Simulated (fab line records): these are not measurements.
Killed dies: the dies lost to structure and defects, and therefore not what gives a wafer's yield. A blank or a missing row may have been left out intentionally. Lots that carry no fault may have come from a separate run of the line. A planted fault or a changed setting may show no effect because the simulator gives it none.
Which tool is to blame? / flow sky130 / 12 lots with 36 wafers sampled at 5 steps, on a route of 708 steps

== WHAT EACH GAUGE READ, for each wafer ==
SKY_SD_N_CD_MEAS_07: the cd target is 380 nm.
lot=L410; measured=day 27 15:11; on=cd_sem-01; cd_nm (nm)=383.3 381.0 382.6
lot=L418; measured=day 30 13:16; on=cd_sem-01; cd_nm (nm)=377.9 378.7 380.1
lot=L420; measured=day 31 19:23; on=cd_sem-02; cd_nm (nm)=373.5 375.3 373.7
lot=L421; measured=day 31 20:10; on=cd_sem-02; cd_nm (nm)=380.2 379.7 379.4
lot=L423; measured=day 32 07:03; on=cd_sem-02; cd_nm (nm)=380.8 379.6 380.1
lot=L426; measured=day 33 16:17; on=cd_sem-01; cd_nm (nm)=378.7 376.9 374.2
lot=L427; measured=day 34 12:26; on=cd_sem-01; cd_nm (nm)=379.9 381.1 383.3
lot=L428; measured=day 34 13:53; on=cd_sem-01; cd_nm (nm)=383.8 383.8 382.8
lot=L429; measured=day 34 14:28; on=cd_sem-01; cd_nm (nm)=374.9 377.9 377.1
lot=L430; measured=day 34 15:43; on=cd_sem-01; cd_nm (nm)=381.8 381.8 380.3
lot=L431; measured=day 35 01:35; on=cd_sem-02; cd_nm (nm)=381.9 382.7 379.5
lot=L432; measured=day 35 02:14; on=cd_sem-02; cd_nm (nm)=381.6 381.4 382.4

SKY_LI_CONTACT_THK_MEAS_01.
lot=L410; measured=day 27 16:31; on=film_metro-01; LI_CONTACT_HDPCVD_THK (nm)=918 927 924
lot=L418; measured=day 30 14:43; on=film_metro-01; LI_CONTACT_HDPCVD_THK (nm)=930 928 929
lot=L420; measured=day 31 20:41; on=film_metro-02; LI_CONTACT_HDPCVD_THK (nm)=917 1263 912
lot=L421; measured=day 31 21:28; on=film_metro-02; LI_CONTACT_HDPCVD_THK (nm)=1277 913 1260
lot=L423; measured=day 32 08:25; on=film_metro-02; LI_CONTACT_HDPCVD_THK (nm)=944 932 917
lot=L426; measured=day 33 17:37; on=film_metro-04; LI_CONTACT_HDPCVD_THK (nm)=922 937 932
lot=L427; measured=day 34 13:43; on=film_metro-02; LI_CONTACT_HDPCVD_THK (nm)=927 936 930
lot=L428; measured=day 34 15:14; on=film_metro-04; LI_CONTACT_HDPCVD_THK (nm)=931 939 920
lot=L429; measured=day 34 15:47; on=film_metro-02; LI_CONTACT_HDPCVD_THK (nm)=919 937 923
lot=L430; measured=day 34 17:00; on=film_metro-02; LI_CONTACT_HDPCVD_THK (nm)=934 942 942
lot=L431; measured=day 35 02:54; on=film_metro-01; LI_CONTACT_HDPCVD_THK (nm)=925 951 949
lot=L432; measured=day 35 03:32; on=film_metro-01; LI_CONTACT_HDPCVD_THK (nm)=913 908 924

SKY_LOCAL_INTERCONNECT_RS_MEAS_01: measures by four-point-probe.
lot=L410; measured=day 28 22:15; on=film_metro-01; LOCAL_INTERCONNECT_TIN_RS (ohm/sq)=14.22 14.28 14.33
lot=L418; measured=day 31 19:52; on=film_metro-02; LOCAL_INTERCONNECT_TIN_RS (ohm/sq)=14.14 14.22 14.23
lot=L420; measured=day 33 02:31; on=film_metro-01; LOCAL_INTERCONNECT_TIN_RS (ohm/sq)=14.10 14.16 14.01
lot=L421; measured=day 33 02:53; on=film_metro-02; LOCAL_INTERCONNECT_TIN_RS (ohm/sq)=14.23 14.31 14.21
lot=L423; measured=day 33 13:15; on=film_metro-03; LOCAL_INTERCONNECT_TIN_RS (ohm/sq)=14.37 14.30 14.31
lot=L426; measured=day 34 22:53; on=film_metro-03; LOCAL_INTERCONNECT_TIN_RS (ohm/sq)=14.21 14.00 14.22
lot=L427; measured=day 35 18:17; on=film_metro-03; LOCAL_INTERCONNECT_TIN_RS (ohm/sq)=14.39 14.27 14.40
lot=L428; measured=day 35 20:05; on=film_metro-01; LOCAL_INTERCONNECT_TIN_RS (ohm/sq)=14.27 14.26 14.18
lot=L429; measured=day 35 20:45; on=film_metro-01; LOCAL_INTERCONNECT_TIN_RS (ohm/sq)=14.43 14.39 14.36
lot=L430; measured=day 35 21:46; on=film_metro-02; LOCAL_INTERCONNECT_TIN_RS (ohm/sq)=14.30 14.18 14.11
lot=L431; measured=day 36 06:56; on=film_metro-02; LOCAL_INTERCONNECT_TIN_RS (ohm/sq)=14.50 14.50 14.46
lot=L432; measured=day 36 08:05; on=film_metro-01; LOCAL_INTERCONNECT_TIN_RS (ohm/sq)=14.11 14.10 14.00

== EACH LOT AND THE TOOL THAT RAN IT (in order: tool; ch and the chambers of the sampled wafers; start) ==
lot=L410; SKY_LI_CONTACT_HDPCVD_00=hdpcvd-02 ch 0,1,2, day 27 16:23; SKY_LI_CONTACT_CMP_02=cmp-01 ch 0,3, day 27 16:37
lot=L418; SKY_LI_CONTACT_HDPCVD_00=hdpcvd-02 ch 0,1, day 30 14:34; SKY_LI_CONTACT_CMP_02=cmp-01 ch 1,2,3, day 30 14:46
lot=L420; SKY_LI_CONTACT_HDPCVD_00=hdpcvd-02 ch 0,1, day 31 20:35; SKY_LI_CONTACT_CMP_02=cmp-01 ch 1,2,3, day 31 20:44
lot=L421; SKY_LI_CONTACT_HDPCVD_00=hdpcvd-02 ch 0,1, day 31 21:20; SKY_LI_CONTACT_CMP_02=cmp-01 ch 2,3, day 31 21:33
lot=L423; SKY_LI_CONTACT_HDPCVD_00=hdpcvd-01 ch 1,2, day 32 08:18; SKY_LI_CONTACT_CMP_02=cmp-02 ch 2,3, day 32 08:28
lot=L426; SKY_LI_CONTACT_HDPCVD_00=hdpcvd-01 ch 0,2, day 33 17:31; SKY_LI_CONTACT_CMP_02=cmp-01 ch 0,2,3, day 33 17:46
lot=L427; SKY_LI_CONTACT_HDPCVD_00=hdpcvd-01 ch 0,1,2, day 34 13:38; SKY_LI_CONTACT_CMP_02=cmp-01 ch 0,2,3, day 34 13:54
lot=L428; SKY_LI_CONTACT_HDPCVD_00=hdpcvd-01 ch 0,1,2, day 34 15:07; SKY_LI_CONTACT_CMP_02=cmp-01 ch 1,3, day 34 15:22
lot=L429; SKY_LI_CONTACT_HDPCVD_00=hdpcvd-02 ch 0,1,2, day 34 15:41; SKY_LI_CONTACT_CMP_02=cmp-02 ch 1,2,3, day 34 15:56
lot=L430; SKY_LI_CONTACT_HDPCVD_00=hdpcvd-01 ch 0,2, day 34 16:53; SKY_LI_CONTACT_CMP_02=cmp-01 ch 1,2,3, day 34 17:02
lot=L431; SKY_LI_CONTACT_HDPCVD_00=hdpcvd-01 ch 1,2, day 35 02:47; SKY_LI_CONTACT_CMP_02=cmp-02 ch 0,1,3, day 35 02:57
lot=L432; SKY_LI_CONTACT_HDPCVD_00=hdpcvd-02 ch 0,1, day 35 03:26; SKY_LI_CONTACT_CMP_02=cmp-01 ch 1,2, day 35 03:35
- SKY_LI_CONTACT_HDPCVD_00: deposits PSG, target thk 930 nm, time 155 s.
- SKY_LI_CONTACT_CMP_02: polishes PSG.

== AS READ BY THE TOOLS THEMSELVES (means over the sampled wafers that have a number; for cases with no such wafer, the mark the record gives instead) ==
SKY_LI_CONTACT_CMP_02.
lot=L410; tool=cmp-01; motor_current_A (A)=11.1; retaining_ring_pressure_frac=1.002; time_to_endpoint_s (s)=30.8
lot=L418; tool=cmp-01; motor_current_A (A)=12.0; retaining_ring_pressure_frac=0.999; time_to_endpoint_s (s)=29.7
lot=L420; tool=cmp-01; motor_current_A (A)=12.5; retaining_ring_pressure_frac=0.999; time_to_endpoint_s (s)=40.9
lot=L421; tool=cmp-01; motor_current_A (A)=12.5; retaining_ring_pressure_frac=1.002; time_to_endpoint_s (s)=51.4
lot=L423; tool=cmp-02; motor_current_A (A)=11.3; retaining_ring_pressure_frac=1.005; time_to_endpoint_s (s)=29.4
lot=L426; tool=cmp-01; motor_current_A (A)=12.3; retaining_ring_pressure_frac=0.999; time_to_endpoint_s (s)=34.2
lot=L427; tool=cmp-01; motor_current_A (A)=12.3; retaining_ring_pressure_frac=1.000; time_to_endpoint_s (s)=32.4
lot=L428; tool=cmp-01; motor_current_A (A)=11.1; retaining_ring_pressure_frac=1.000; time_to_endpoint_s (s)=32.8
lot=L429; tool=cmp-02; motor_current_A (A)=11.6; retaining_ring_pressure_frac=0.998; time_to_endpoint_s (s)=27.5
lot=L430; tool=cmp-01; motor_current_A (A)=11.8; retaining_ring_pressure_frac=1.000; time_to_endpoint_s (s)=31.4
lot=L431; tool=cmp-02; motor_current_A (A)=12.6; retaining_ring_pressure_frac=1.000; time_to_endpoint_s (s)=29.7
lot=L432; tool=cmp-01; motor_current_A (A)=13.0; retaining_ring_pressure_frac=0.998; time_to_endpoint_s (s)=31.1

== THE ANSWER, worked out from the rows above alone ==
Rule: the usual values come from the lots themselves. Put in order of their means at a reading, lots are off if they are a third of the lots or fewer, leave a main group of 4 or more, and stand apart from it by a gap of 3 or more times the standard deviation of the main group's means; of several such gaps the widest counts. Not used: any main group whose means are identical at the precision the tables above print for the reading. Also off: a lot with no number at a reading for which 4 or more lots have one. Where the step has rows for the other lots, those lots are counted as sound. The gauges are gone through in route order, then the tools' own readings, and for those a lot's mean is taken as printed above. The first step at which some lot is off is used, and at that step the reading that is off furthest; a lot without a number counts as furthest.
Off: at SKY_LI_CONTACT_THK_MEAS_01 (LI_CONTACT_HDPCVD_THK), L420, L421. Mean 930 nm and standard deviation 7.2 in the main group.
If a tool, at a process step before that reading, ran all the lots that are off and no sound lot after the first of them, it fits. Not tried: the gauges at SKY_LI_CONTACT_THK_MEAS_01; whatever is off there is also off at SKY_LI_CONTACT_CMP_02, on other tools, and gauge error can't account for it. Of those tried, none fits.

== WHAT THE SIMULATOR PUT IN ==
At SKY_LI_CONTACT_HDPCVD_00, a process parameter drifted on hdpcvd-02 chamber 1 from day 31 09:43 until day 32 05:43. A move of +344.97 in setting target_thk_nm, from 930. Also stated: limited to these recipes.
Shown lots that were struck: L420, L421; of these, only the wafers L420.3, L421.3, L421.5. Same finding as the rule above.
